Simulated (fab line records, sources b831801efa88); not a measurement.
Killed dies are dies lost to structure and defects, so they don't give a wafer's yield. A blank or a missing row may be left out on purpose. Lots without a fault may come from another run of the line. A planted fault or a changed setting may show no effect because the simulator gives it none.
Which tool did it? | flow gf180mcu | 14 lots, 42 wafers sampled, at 3 steps of a route of 602

WHAT THE GAUGES READ, wafer by wafer
GF_CONTACT_OVL_MEAS_15. Usual: CONTACT_OVL -4 nm, standard deviation 6.
lot  | measured     | on         | CONTACT_OVL (nm) | flag
L742 | day 17 11:28 | overlay-01 | -5 -4 -9         |
L744 | day 17 14:01 | overlay-02 | -20 -15 -17      |
L745 | day 18 08:31 | overlay-01 | -1 -7 -3         |
L747 | day 18 19:59 | overlay-01 | 1 1 2            |
L748 | day 19 02:55 | overlay-01 | -3 -4 -5         |
L749 | day 19 10:46 | overlay-02 | -11 -7 -17       |
L750 | day 19 15:50 | overlay-01 | -5 -2 -9         |
L751 | day 20 06:51 | overlay-01 | -4 -4 -15        |
L752 | day 20 09:26 | overlay-02 | -11 -2 -8        |
L753 | day 20 23:03 | overlay-01 | 5 -1 1           |
L760 | day 23 08:16 | overlay-01 | -2 -7 -4         |
L761 | day 23 17:46 | overlay-02 | -3 -8 -8         |
L762 | day 23 22:41 | overlay-01 | -5 -2 1          |
L763 | day 24 07:34 | overlay-02 | -5 -4 -8         |

GF_M1_RS_MEAS_05: measures by four-point-probe. Usual: M1_ALCU_RS 0.0696 ohm/sq, standard deviation 0.00074.
lot  | measured     | on            | M1_ALCU_RS (ohm/sq)  | flag
L742 | day 17 12:58 | film_metro-04 | 0.0690 0.0690 0.0697 |
L744 | day 17 15:32 | film_metro-04 | 0.0700 0.0697 0.0697 |
L745 | day 18 09:56 | film_metro-04 | 0.0706 0.0708 0.0704 |
L747 | day 18 21:23 | film_metro-01 | 0.0685 0.0685 0.0689 |
L748 | day 19 04:20 | film_metro-04 | 0.0704 0.0707 0.0705 |
L749 | day 19 12:11 | film_metro-01 | 0.0689 0.0696 0.0693 |
L750 | day 19 17:20 | film_metro-03 | 0.0696 0.0701 0.0702 |
L751 | day 20 08:15 | film_metro-03 | 0.0690 0.0687 0.0682 |
L752 | day 20 10:50 | film_metro-03 | 0.0701 0.0703 0.0696 |
L753 | day 21 00:28 | film_metro-01 | 0.0695 0.0695 0.0701 |
L760 | day 23 10:16 | film_metro-04 | 0.0696 0.0696 0.0689 |
L761 | day 23 19:10 | film_metro-04 | 0.0689 0.0695 0.0685 |
L762 | day 24 00:07 | film_metro-04 | 0.0701 0.0709 0.0712 |
L763 | day 24 08:59 | film_metro-01 | 0.0709 0.0700 0.0705 |

WHICH TOOL RAN EACH LOT (tool, then ch and the chambers of the sampled wafers, then the start)
lot  | GF_CONTACT_ETCH_17
L742 | rie_diel-04 ch 0,1, day 17 12:58 or earlier
L744 | rie_diel-04 ch 1,2, day 17 15:32 or earlier
L745 | rie_diel-04 ch 0,3, day 18 09:56 or earlier
L747 | rie_diel-04 ch 0,3, day 18 21:23 or earlier
L748 | rie_diel-03 ch 0,2, day 19 04:20 or earlier
L749 | rie_diel-03 ch 0,1,3, day 19 12:11 or earlier
L750 | rie_diel-01 ch 0,1,2, day 19 17:20 or earlier
L751 | rie_diel-04 ch 0,1, day 20 08:15 or earlier
L752 | rie_diel-03 ch 0,3, day 20 10:50 or earlier
L753 | rie_diel-04 ch 1,2,3, day 21 00:28 or earlier
L760 | rie_diel-03 ch 0,3, day 23 10:16 or earlier
L761 | rie_diel-03 ch 0,1, day 23 19:10 or earlier
L762 | rie_diel-03 ch 0,1,2, day 24 00:07 or earlier
L763 | rie_diel-01 ch 0,2,3, day 24 08:59 or earlier
- GF_CONTACT_ETCH_17: etches SiO2 in C4F8/O2/Ar, stops on CoSi2, target depth 860 nm.

WHAT THE TOOLS THEMSELVES READ (means of the sampled wafers that have a number; where no wafer has one, the mark that the record gives instead)
GF_CONTACT_ETCH_17. Usual: bias_w 1199 W, standard deviation 3.2; chamber_pressure_mTorr 40.00 mTorr, standard deviation 0.039; oes_product_au 0.815 a.u., standard deviation 0.0045.
lot  | tool        | bias_w (W) | chamber_pressure_mTorr (mTorr) | oes_product_au (a.u.) | flag
L742 | rie_diel-04 | 1199       | 40.02                          | 0.818                 |
L744 | rie_diel-04 | 1199       | 39.98                          | 0.813                 |
L745 | rie_diel-04 | 1197       | 39.98                          | 0.813                 |
L747 | rie_diel-04 | 1200       | 39.99                          | 0.819                 |
L748 | rie_diel-03 | 1200       | 40.01                          | 0.817                 |
L749 | rie_diel-03 | 1201       | 40.03                          | 0.813                 |
L750 | rie_diel-01 | 1201       | 40.04                          | 0.812                 |
L751 | rie_diel-04 | 1201       | 39.99                          | 0.816                 |
L752 | rie_diel-03 | 1201       | 40.00                          | 0.812                 |
L753 | rie_diel-04 | 1200       | 40.01                          | 0.818                 |
L760 | rie_diel-03 | 1202       | 40.02                          | 0.816                 |
L761 | rie_diel-03 | 1201       | 40.02                          | 0.815                 |
L762 | rie_diel-03 | 1196       | 40.04                          | 0.813                 |
L763 | rie_diel-01 | 1199       | 39.97                          | 0.822                 |

THE ANSWER, worked out from the rows above alone
Rule: a lot is off if the mean of its wafers that have a number lies more than 3 standard deviations from the usual mean. A lot without any number at a reading at which 4 lots or more have one is off too. The other lots that the step has rows for count as sound. The gauges are gone through in route order, then the tools' own readings, and for those a lot's mean is taken as printed above. The first step at which some lot is off is used, and at that step the reading that is off furthest; a lot without a number counts as furthest.
No lot is off at any reading shown: from this, nothing can be told.

WHAT THE SIMULATOR HAD PUT IN
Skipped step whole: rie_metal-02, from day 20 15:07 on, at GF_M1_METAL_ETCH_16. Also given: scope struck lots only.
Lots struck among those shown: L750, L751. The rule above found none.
